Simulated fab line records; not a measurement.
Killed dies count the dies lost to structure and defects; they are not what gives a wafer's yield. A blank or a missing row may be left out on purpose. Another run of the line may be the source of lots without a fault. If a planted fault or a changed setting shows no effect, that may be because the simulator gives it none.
fab line records	flow sky130
record lots=11	wafers=33	lastDay=50
route steps=708 shown FIELD_ISO@28 SONOS_ONO@172 LDD_HVP@287 LI_CONTACT@375
lots untouched by any fault: they come from a run of this same line in which no faults occurred
startH: start of the lot's first displayed wafer, in hours after the record's first day	waitH: how many hours have passed since the lot's step before this one	" unchanged from the row above	L1.1+2: a single row standing in for several wafers	- no value, or no start was given	* or withheld: withheld	< > ~ a bound
route shown NAME@n: a module of which the file shows steps, and the number in the route of the first	usual: mean/standard deviation of fault-free wafers	same: alike in all rows	chamber/n: place in a boat	sites: readings site by site	_std_site: their standard deviation	_edge_site: outer sites' mean less inner sites'	radiusMm: for every site, how far away it sits from the centre of the wafer	mask NAME#n: copy n	behind: tool/chamber where the wafer was last shaped	hold: reason for holding the lot/hours on hold/outcome of the hold	device: the n, p or np transistor that did not switch	end of line: at the end of the route, the tests of the same wafers	step lacking rows: just its recipe	killed: not the wafer's yield, but the dies lost to structure and defects at the first sort	map: a wafer's dies, x killed, . not, _ none there
set.NAME: the setting as run; set.NAME@STEP: as run at that earlier step	model.NAME: the simulator's own value behind a step, which no gauge read
one table for each step of the route and one row for each wafer, over a sample of lots
services: when a tool's chamber went out of use (startH, in hours from the record's first day, below 0 if earlier), for how many hours, and the reason
## steps
# step SKY_FIELD_ISO_CMP_27
# recipe stopOn=Si3N4	tOverpolishS=16	downForcePsi=4	platenRpm=60	targetThkNm=457.8	padVelocityMS=0.94248
# usual motorCurrentA=12.7/1	overpolishRunS=16.000/0.0087	timeToEndpointS=112/3.6
lot.wafer	tool	chamber	startH	waitH	motorCurrentA	overpolishRunS	timeToEndpointS
L393.4	cmp-02	3	35.07	0.1	11.1	16.010	118
L393.5	"	1	"	"	13.2	16.003	120
L393.6	"	2	"	"	13.2	16.014	117
L398.3	cmp-02	1	62.06	0.0	12.3	15.991	113
L398.2	"	2	"	"	13.6	16.002	114
L398.6	"	2	"	"	13.1	15.987	114
L399.3	cmp-02	1	64.50	0.0	13.2	15.992	114
L399.4	"	3	"	"	11.1	16.001	111
L399.5	"	2	"	"	13.4	16.006	112
L400.1	cmp-01	3	71.39	0.1	12.4	16.011	111
L400.2	"	1	"	"	14.0	16.005	112
L400.6	"	2	"	"	14.4	15.995	109
L401.3	cmp-02	0	78.61	0.0	10.9	15.993	111
L401.1	"	3	"	"	11.5	16.001	113
L401.6	"	1	"	"	13.1	15.993	112
L403.1	cmp-02	1	83.78	0.0	12.6	16.002	116
L403.3	"	3	"	"	11.1	15.996	115
L403.6	"	1	"	"	12.6	15.994	116
L404.1	cmp-01	1	92.14	0.0	12.8	15.996	114
L404.2	"	2	"	"	14.0	15.997	110
L404.6	"	1	"	"	13.3	15.996	112
L405.3	cmp-01	1	96.49	0.1	14.3	16.010	112
L405.1	"	3	"	"	12.6	16.002	111
L405.5	"	1	"	"	12.6	15.990	112
L414.4	cmp-01	3	157.06	0.0	12.2	16.001	108
L414.1	"	2	"	"	13.4	15.998	112
L414.5	"	3	"	"	13.2	15.989	106
L416.3	cmp-01	2	159.07	0.0	14.0	15.996	113
L416.1	"	3	"	"	13.4	16.008	103
L416.5	"	2	"	"	14.5	15.998	106
L415.3	cmp-01	0	161.08	0.1	11.8	15.999	109
L415.4	"	1	"	"	14.4	15.995	107
L415.5	"	2	"	"	13.6	15.998	111
# step SKY_SONOS_ONO_CVD_04
# recipe material=SiO2	precursor=SiH4/N2O	targetThkNm=5.7199	tempC=900	pressureMtorr=400
# usual spikeTcBottomC=916.6/1.1	spikeTcCentreC=900.2/1.1	spikeTcLowerC=900.2/1.2	susceptorTempC=900.0/0.35	zonePowerBottomPct=27.7/2.6	zonePowerCentrePct=19.0/0.85	zonePowerLowerPct=18.5/0.31
lot.wafer	tool	chamber	startH	waitH	spikeTcBottomC	spikeTcCentreC	spikeTcLowerC	susceptorTempC	zonePowerBottomPct	zonePowerCentrePct	zonePowerLowerPct
L393.4	lpcvd-03	1	266.96	0.0	917.8	900.1	901.2	900.5	29.8	19.9	18.9
L393.5	"	1	"	"	916.9	898.9	901.1	899.7	30.6	19.6	18.7
L393.6	"	1	"	"	917.3	900.4	900.6	900.0	30.2	19.3	19.2
L398.2	lpcvd-03	0	291.27	0.0	917.5	900.3	900.1	900.1	25.1	18.1	18.4
L398.3	"	0	"	"	917.0	901.0	899.3	900.7	25.1	18.2	18.3
L398.6	"	0	"	"	917.5	900.5	899.9	899.8	25.3	18.2	18.1
L399.3	lpcvd-03	1	296.43	0.0	917.9	898.9	901.4	899.7	30.4	19.7	18.6
L399.4	"	1	"	"	915.8	900.1	900.8	899.9	30.4	19.8	18.7
L399.5	"	1	"	"	916.2	899.0	901.1	899.7	30.4	19.8	19.0
L400.1	lpcvd-03	0	307.83	0.1	915.6	901.5	899.9	899.5	25.5	18.2	18.5
L400.2	"	0	"	"	915.8	899.1	900.2	900.1	25.5	18.2	18.3
L400.6	"	0	"	"	916.7	901.8	899.0	900.4	25.5	18.1	18.4
L401.1	lpcvd-03	1	319.15	0.1	918.0	900.3	900.3	900.0	30.5	20.1	18.8
L401.3	"	1	"	"	914.7	900.3	901.2	899.5	30.1	20.2	18.9
L401.6	"	1	"	"	916.6	898.6	901.0	899.4	30.3	19.6	18.9
L403.1	lpcvd-03	0	323.35	0.1	916.0	900.1	900.0	900.9	25.2	18.1	18.3
L403.3	"	0	"	"	914.5	901.2	899.0	899.8	25.1	18.0	18.3
L403.6	"	0	"	"	916.9	900.9	898.5	900.2	25.2	18.4	18.2
L404.1	lpcvd-03	1	335.59	0.1	907.9	893.0	957.4	900.0	20.4	8.5	43.3
L404.2	"	1	"	"	908.8	893.2	958.7	899.4	20.5	8.7	43.1
L404.6	"	1	"	"	907.0	892.1	958.5	899.2	20.7	8.6	42.1
L405.1	lpcvd-03	1	340.91	0.1	907.0	892.3	958.1	900.1	20.2	8.6	43.2
L405.3	"	1	"	"	905.5	892.3	959.6	899.7	20.9	8.6	43.3
L405.5	"	1	"	"	909.8	894.5	957.8	899.6	20.5	8.8	42.2
L414.1	lpcvd-03	0	436.98	0.1	917.6	901.1	901.7	899.8	25.3	18.1	18.6
L414.4	"	0	"	"	917.7	900.5	898.5	900.2	24.7	17.7	18.1
L414.5	"	0	"	"	918.4	899.7	900.2	899.3	24.8	18.4	18.1
L416.1	lpcvd-03	0	441.29	0.1	917.1	899.0	897.8	899.9	25.4	18.4	18.1
L416.3	"	0	"	"	916.3	900.8	900.1	899.5	25.3	18.1	18.4
L416.5	"	0	"	"	918.1	899.9	899.9	900.1	25.6	18.1	18.3
L415.3	lpcvd-03	1	446.18	0.0	916.8	899.1	902.7	900.3	30.5	19.6	18.7
L415.4	"	1	"	"	918.0	901.3	899.6	900.2	30.6	19.5	19.1
L415.5	"	1	"	"	918.1	900.1	901.4	899.9	30.4	19.6	18.6
# step SKY_SONOS_ONO_THK_MEAS_05
# recipe reads=SiO2_of_SONOS_ONO_CVD_04
# usual SONOS_ONO_CVD_04_THK=5.74/0.13
lot.wafer	tool	chamber	startH	waitH	SONOS_ONO_CVD_04_THK[nm]
L393.4	filmMetro-01	-	268.24	0.0	5.94
L393.5	"	-	"	"	5.89
L393.6	"	-	"	"	6.01
L398.2	filmMetro-02	-	292.53	0.0	5.81
L398.3	"	-	"	"	5.73
L398.6	"	-	"	"	5.75
L399.3	filmMetro-01	-	297.70	0.0	5.71
L399.4	"	-	"	"	5.74
L399.5	"	-	"	"	5.81
L400.1	filmMetro-02	-	309.71	0.0	5.63
L400.2	"	-	"	"	5.65
L400.6	"	-	"	"	5.54
L401.1	filmMetro-01	-	320.40	0.0	5.70
L401.3	"	-	"	"	5.55
L401.6	"	-	"	"	5.70
L403.1	filmMetro-02	-	324.60	0.0	5.63
L403.3	"	-	"	"	5.75
L403.6	"	-	"	"	5.82
L404.1	filmMetro-02	-	336.84	0.0	7.63
L404.2	"	-	"	"	7.38
L404.6	"	-	"	"	6.16
L405.1	filmMetro-02	-	342.16	0.0	7.76
L405.3	"	-	"	"	6.81
L405.5	"	-	"	"	6.23
L414.1	filmMetro-02	-	438.23	0.0	5.73
L414.4	"	-	"	"	5.68
L414.5	"	-	"	"	5.79
L416.1	filmMetro-01	-	442.54	0.0	5.53
L416.3	"	-	"	"	5.52
L416.5	"	-	"	"	5.64
L415.3	filmMetro-03	-	447.45	0.0	5.90
L415.4	"	-	"	"	5.77
L415.5	"	-	"	"	5.79
# step SKY_LDD_HVP_STRIP_09
# recipe chemistry=O2/N2	powerW=1400	pressureMtorr=1500	platenTempC=withheld	o2FlowSccm=3000	n2FlowSccm=300	overashFraction=0.5
# usual drypumpMotorCurrentA=5.8/0.51	o2FlowSccm=3000/9.6	oesProductAu=0.408/0.0048	stripTimeToEndpointS=4.132/0.015
lot.wafer	tool	chamber	startH	waitH	drypumpMotorCurrentA	o2FlowSccm	oesProductAu	rfHoursCounterH	stripTimeToEndpointS
L393.4	plasmaAsher-04	1	503.64	0.1	5.1	3001	0.404	-	4.122
L393.5	"	1	"	"	5.1	2991	0.410	-	4.152
L393.6	"	0	"	"	6.2	3015	0.403	-	4.131
L398.2	plasmaAsher-04	1	539.40	0.1	5.1	3000	0.412	11	4.122
L398.3	"	1	"	"	5.1	3002	0.405	-	4.118
L398.6	"	1	"	"	5.1	2996	0.411	-	4.117
L399.3	plasmaAsher-01	1	545.24	0.1	6.5	3005	0.405	-	4.129
L399.4	"	0	"	"	5.5	3005	0.411	-	4.133
L399.5	"	0	"	"	5.5	3006	0.413	-	4.137
L400.1	plasmaAsher-02	1	556.12	0.1	6.5	2996	0.406	86	4.135
L400.2	"	0	"	"	5.4	3007	0.408	86	4.131
L400.6	"	0	"	"	5.4	2997	0.401	-	4.135
L401.1	plasmaAsher-02	1	568.52	0.1	6.4	2997	0.412	87	4.130
L401.3	"	1	"	"	6.4	2994	0.409	-	4.131
L401.6	"	0	"	"	5.4	2988	0.413	-	4.139
L403.1	plasmaAsher-04	1	574.85	0.1	5.2	3002	0.407	14	4.137
L403.3	"	0	"	"	6.1	3006	0.406	-	4.123
L403.6	"	0	"	"	6.2	3006	0.409	-	4.125
L404.1	plasmaAsher-01	0	584.75	0.1	5.5	3012	0.408	49	4.170
L404.2	"	1	"	"	6.4	2998	0.411	49	4.148
L404.6	"	0	"	"	5.5	3010	0.413	-	4.144
L405.1	plasmaAsher-01	0	590.45	0.1	5.5	3005	0.419	49	4.145
L405.3	"	1	"	"	6.4	3001	0.401	-	4.157
L405.5	"	0	"	"	5.5	3006	0.409	-	4.161
L414.1	plasmaAsher-04	0	690.50	0.1	6.2	3004	0.403	26	4.148
L414.4	"	1	"	"	5.2	3010	0.407	-	4.134
L414.5	"	0	"	"	6.2	3011	0.404	-	4.131
L416.1	plasmaAsher-02	0	691.17	0.1	5.4	3015	0.399	99	4.133
L416.3	"	0	"	"	5.4	3014	0.411	-	4.110
L416.5	"	1	"	"	6.5	3011	0.405	-	4.124
L415.3	plasmaAsher-02	1	702.54	0.1	6.5	3023	0.403	-	4.140
L415.4	"	0	"	"	5.5	3001	0.410	-	4.132
L415.5	"	0	"	"	5.5	2993	0.407	-	4.137
# step SKY_LI_CONTACT_OVL_MEAS_13
# usual LI_CONTACT_OVL=6/4.8
lot.wafer	tool	chamber	startH	waitH	LI_CONTACT_OVL[nm]
L393.4	overlay-02	-	682.96	0.1	5
L393.5	"	-	"	"	3
L393.6	"	-	"	"	9
L398.2	overlay-02	-	711.61	0.1	6
L398.3	"	-	"	"	12
L398.6	"	-	"	"	5
L399.3	overlay-02	-	718.81	0.1	6
L399.4	"	-	"	"	7
L399.5	"	-	"	"	2
L400.1	overlay-02	-	727.02	0.1	12
L400.2	"	-	"	"	15
L400.6	"	-	"	"	10
L401.1	overlay-02	-	738.55	0.1	4
L401.3	"	-	"	"	-2
L401.6	"	-	"	"	4
L403.1	overlay-02	-	744.67	0.1	12
L403.3	"	-	"	"	4
L403.6	"	-	"	"	4
L404.1	overlay-02	-	762.35	0.1	8
L404.2	"	-	"	"	8
L404.6	"	-	"	"	2
L405.1	overlay-01	-	765.55	0.1	1
L405.3	"	-	"	"	-1
L405.5	"	-	"	"	-9
L414.1	overlay-02	-	854.06	0.1	3
L414.4	"	-	"	"	2
L414.5	"	-	"	"	8
L416.1	overlay-02	-	855.40	0.1	11
L416.3	"	-	"	"	10
L416.5	"	-	"	"	5
L415.3	overlay-02	-	863.82	0.1	5
L415.4	"	-	"	"	3
L415.5	"	-	"	"	7
## services
tool	chamber	startH	hours	kind
lpcvd-03	-	22.40	0.6	repair
cmp-02	-	42.08	13.6	pm
cmp-01	-	64.00	4.0	pm
cmp-02	-	96.25	0.8	repair
cmp-02	-	172.81	0.3	repair
lpcvd-03	-	186.77	0.7	repair
cmp-02	-	232.00	4.0	pm
cmp-02	-	236.02	1.6	repair
cmp-01	-	255.30	6.3	pm
cmp-02	-	272.64	5.6	pm
cmp-01	-	318.42	9.6	pm
cmp-02	-	326.99	0.7	repair
cmp-01	-	337.33	0.6	repair
cmp-01	-	404.00	4.0	pm
cmp-01	-	480.36	1.4	repair
cmp-02	-	512.09	3.1	repair
cmp-01	-	554.25	2.7	repair
cmp-01	-	568.88	0.3	repair
cmp-02	-	572.00	4.0	pm
cmp-01	-	624.30	8.1	pm
cmp-01	-	632.41	9.4	pm
cmp-02	-	641.83	6.4	pm
cmp-01	-	643.03	0.3	repair
cmp-02	-	648.24	5.3	pm
## key
firstSign step=SKY_SONOS_ONO_CVD_04	reading=zonePowerLowerPct	direction=up	sigmas=78	usual=18.5	struck=42.9
effect step=SKY_SONOS_ONO_CVD_04	reading=spikeTcLowerC	direction=up	sigmas=50	usual=900.2	struck=958.3
effect step=SKY_SONOS_ONO_THK_MEAS_05	reading=SONOS_ONO_CVD_04_THK	direction=up	sigmas=9.6	usual=5.74	struck=7.00
metAt SKY_SONOS_ONO_CVD_04
struckLots L404,L405
struckWafers L404.1,L404.2,L404.6,L405.1,L405.3,L405.5
testerLeftOut L404,L405
notActingAt SKY_FIELD_ISO_CMP_27,SKY_LDD_HVP_STRIP_09,SKY_LI_CONTACT_OVL_MEAS_13
onsetBetween 319.15 335.59
fault kind=processParameterDrift	tool=lpcvd-03	chamber=1	onsetH=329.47	steps=SKY_SONOS_ONO_CVD_04	channel=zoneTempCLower	offset=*	shape=step	endH=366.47
# testerLeftOut: of these lots the tester's yield and bins aren't shown, on N5 and GAA mostly nor the transistor test; their killed dies are dies lost to structure and defects alone, not to doping, threshold or leakage, so they don't give the yield
